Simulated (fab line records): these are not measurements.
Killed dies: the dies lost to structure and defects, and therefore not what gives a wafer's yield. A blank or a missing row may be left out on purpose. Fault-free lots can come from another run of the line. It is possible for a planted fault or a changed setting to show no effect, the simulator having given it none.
Matching of chambers + flow gf180mcu + GF_V5_ETCH_16 on rieDiel-03: 4 sister chambers
The step etches BARC in N2/H2. 8 wafers are shown with their chamber, then 7 later ones without.

WAFERS PAIRED WITH THEIR CHAMBERS
| wafer  | chamber | chamberPressureMTorr (mTorr) | oesProductAu (a.u.) |
|--------|---------|------------------------------|---------------------|
| L673.1 | 1       | 30.02                        | 0.851               |
| L675.1 | 3       | 29.99                        | 0.853               |
| L675.3 | 0       | 30.00                        | 0.855               |
| L677.1 | 0       | 30.01                        | 0.858               |
| L677.3 | 1       | 30.05                        | 0.854               |
| L677.4 | 2       | 29.99                        | 0.851               |
| L678.2 | 2       | 30.00                        | 0.850               |
| L678.4 | 3       | 30.01                        | 0.852               |

WAFERS WITH NO CHAMBER GIVEN
| wafer  | chamberPressureMTorr (mTorr) | oesProductAu (a.u.) |
|--------|------------------------------|---------------------|
| L678.6 | 29.99                        | 0.853               |
| L680.2 | 30.02                        | 0.841               |
| L680.3 | 30.02                        | 0.856               |
| L680.4 | 29.95                        | 0.855               |
| L682.1 | 30.03                        | 0.858               |
| L682.2 | 30.01                        | 0.858               |
| L682.6 | 29.98                        | 0.851               |

EACH ONE'S CHAMBER
| wafer  | from the rows above          | in truth                   |
|--------|------------------------------|----------------------------|
| L678.6 | can't be placed: 3 or 2 or 0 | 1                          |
| L680.2 | can't be placed: 2 or 1 or 3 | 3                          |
| L680.3 | can't be placed: 0 or 1 or 3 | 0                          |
| L680.4 | can't be placed: 3 or 0 or 2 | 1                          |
| L682.1 | can't be placed: 0 or 1      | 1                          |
| L682.2 | 0                            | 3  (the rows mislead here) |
| L682.6 | can't be placed: 2 or 3      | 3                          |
Placed correctly: 0 of 7. From these rows, 6 cannot be placed; in 4 the true chamber is one of the candidates. Number placed wrongly: 1.
How it was worked out, from the rows above alone: a wafer's distance from a chamber is the root of the sum, over the readings, of the square of ((its reading less the chamber's mean) divided by the reading's scatter). If the next closest chamber is less than 2 further off than the closest, the wafer can't be placed; otherwise it belongs to the closest. Each chamber's mean is taken over the wafers shown for it. The scatter: take each reading less its chamber's mean, square it, sum over the shown wafers, divide by the number of wafers less the number of chambers, and take the root.
